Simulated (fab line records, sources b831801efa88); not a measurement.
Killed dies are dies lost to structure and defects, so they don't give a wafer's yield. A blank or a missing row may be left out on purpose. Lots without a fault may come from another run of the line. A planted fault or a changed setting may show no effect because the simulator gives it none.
A struck lot beside a sound one | flow sky130 | 17 steps out of a route of 708
Sound: wafers L937.1, L937.4, L937.6. Struck: wafers L947.3, L947.5, L947.6. The cause comes at the end.
At each step with rows: each side's tool, then ch and its chambers, then its first start. Under that, the readings that differ: sound wafers | struck wafers | difference of the means | sigmas: that difference in standard deviations of wafers without a fault.
alike: readings whose means differ by less than 2 such deviations, and words and numbers that are the same on both sides. not compared: withheld readings, readings that some wafer has no value for, bounds like >300 that may hide the same value, and numbers for which the record gives no deviation and whose values overlap.
The two part at a step that has a row with sigmas, a row that says differs or no value, or rows on one side only. Numbers that don't overlap but have no deviation are shown without sigmas and don't part them. A reading that every wafer of one side lacks parts them only if that side has two wafers or more.

first, 1 step without rows for these wafers: SKY_VT_ADJUST_NCORE_IMPLANT_09.
SKY_VT_ADJUST_NCORE_STRIP_10: strips in O2/N2.
  sound on plasma_asher-01 ch 0,1, day 10 02:40; struck on plasma_asher-04 ch 0,1, day 12 20:20
  alike: drypump_motor_current_A, oes_product_au, strip_time_to_endpoint_s
  not compared: rf_hours_counter_h
SKY_VT_ADJUST_NCORE_TW_MEAS_11:
  sound on film_metro-01, day 10 02:46; struck on film_metro-04, day 12 20:25
  alike: VT_ADJUST_NCORE_TW
then, 7 steps without rows for these wafers: SKY_VT_ADJUST_HVTR_DEHYDRATE_00 (time 60 s); SKY_VT_ADJUST_HVTR_HMDS_01 (prime time 60 s); SKY_VT_ADJUST_HVTR_COAT_02 (resist thk 1140 nm); SKY_VT_ADJUST_HVTR_SOFTBAKE_03 (time 60 s); SKY_VT_ADJUST_HVTR_EXPOSE_04 (exposes mask HVTRM, target cd 380 nm); SKY_VT_ADJUST_HVTR_PEB_05; SKY_VT_ADJUST_HVTR_DEVELOP_06 (develop time 60 s).
SKY_VT_ADJUST_HVTR_CD_MEAS_07: target cd 380 nm.
  sound on cd_sem-01, day 10 23:20; struck on cd_sem-02, day 13 20:59
  reading    | sound             | struck            | difference | sigmas
  cd_nm (nm) | 383.9 382.2 382.4 | 376.6 377.3 378.2 | -5.5       | -2
SKY_VT_ADJUST_HVTR_OVL_MEAS_08:
  sound on overlay-01, day 10 23:27; struck on overlay-02, day 13 21:05
  reading                 | sound          | struck      | difference | sigmas
  VT_ADJUST_HVTR_OVL (nm) | -0.8 -1.4 -0.7 | 3.3 3.4 1.0 | +3.5       | +3
SKY_VT_ADJUST_HVTR_IMPLANT_09:
  sound on implanter-02 ch 0, day 10 23:29; struck on implanter-03 ch 0, day 13 21:28
SKY_VT_ADJUST_HVTR_STRIP_10: strips in O2/N2.
  sound on plasma_asher-03 ch 0,1, day 10 23:38; struck on plasma_asher-01 ch 0,1, day 13 21:36
  reading                     | sound       | struck      | difference | sigmas
  drypump_motor_current_A (A) | 5.2 5.2 5.3 | 6.1 5.9 6.1 | +0.8       | +2
  alike: oes_product_au, strip_time_to_endpoint_s
  not compared: rf_hours_counter_h
SKY_VT_ADJUST_HVTR_TW_MEAS_11:
  sound on film_metro-03, day 10 23:44; struck on film_metro-01, day 13 21:41
  reading           | sound             | struck            | difference | sigmas
  VT_ADJUST_HVTR_TW | 215.6 215.4 214.7 | 256.6 257.7 258.2 | +42.3      | +22
then, 1 step without rows for these wafers: SKY_VT_ADJUST_PCH_DEHYDRATE_00 (time 60 s).
-- the record jumps here: 35 days lie between the struck wafers' starts before and after (it left off in module VT_ADJUST_PCH and takes up again in module PAD_OPEN, whose first step shown is number 708 of the route) --
SKY_PAD_OPEN_PROBE_99:
  sound on prober-01, day 47 02:13; struck on prober-02, day 49 09:40
  reading                                   | sound                   | struck                    | difference | sigmas
  model.etest.pfet_01v8_mvt.drive_ua_um     | 158 158.3 157.9         | 200.9 200.7 200.6         | +42.7      |
  model.etest.pfet_01v8_mvt.off_log10_a_um  | -10.04 -9.962 -10.16    | -6.124 -6.251 -6.324      | +3.821     |
  model.etest.pfet_01v8_mvt.vt_sat_v (V)    | -0.5236 -0.5228 -0.5246 | -0.0896 -0.07823 -0.08207 | +0.4404    |
  model.etest.pfet_01v8_mvt.vt_v (V)        | -0.6121 -0.6126 -0.617  | -0.2487 -0.2426 -0.2462   | +0.3681    |
  model.etest.pfet_01v8_mvt.vt_long_v (V)   | -0.8252 -0.8232 -0.8282 | -0.5237 -0.5161 -0.5177   | +0.3064    |
  model.etest.pfet_01v8_mvt.body_rise_v (V) | -0.1929 -0.1938 -0.1922 | -0.2208 -0.2216 -0.2203   | -0.0279    |
  alike: killed_at_M0_to_M3, killed_at_M4_up, killed_at_contacts, killed_at_front_end, killed_at_other, killed_dies, killed_open, killed_short

WHERE THEY PART
First at SKY_VT_ADJUST_HVTR_CD_MEAS_07; last, within this record, at SKY_VT_ADJUST_HVTR_TW_MEAS_11. Later steps at which nothing parts them and some readings are alike: SKY_PAD_OPEN_PROBE_99.

WHY: what the simulator had put in
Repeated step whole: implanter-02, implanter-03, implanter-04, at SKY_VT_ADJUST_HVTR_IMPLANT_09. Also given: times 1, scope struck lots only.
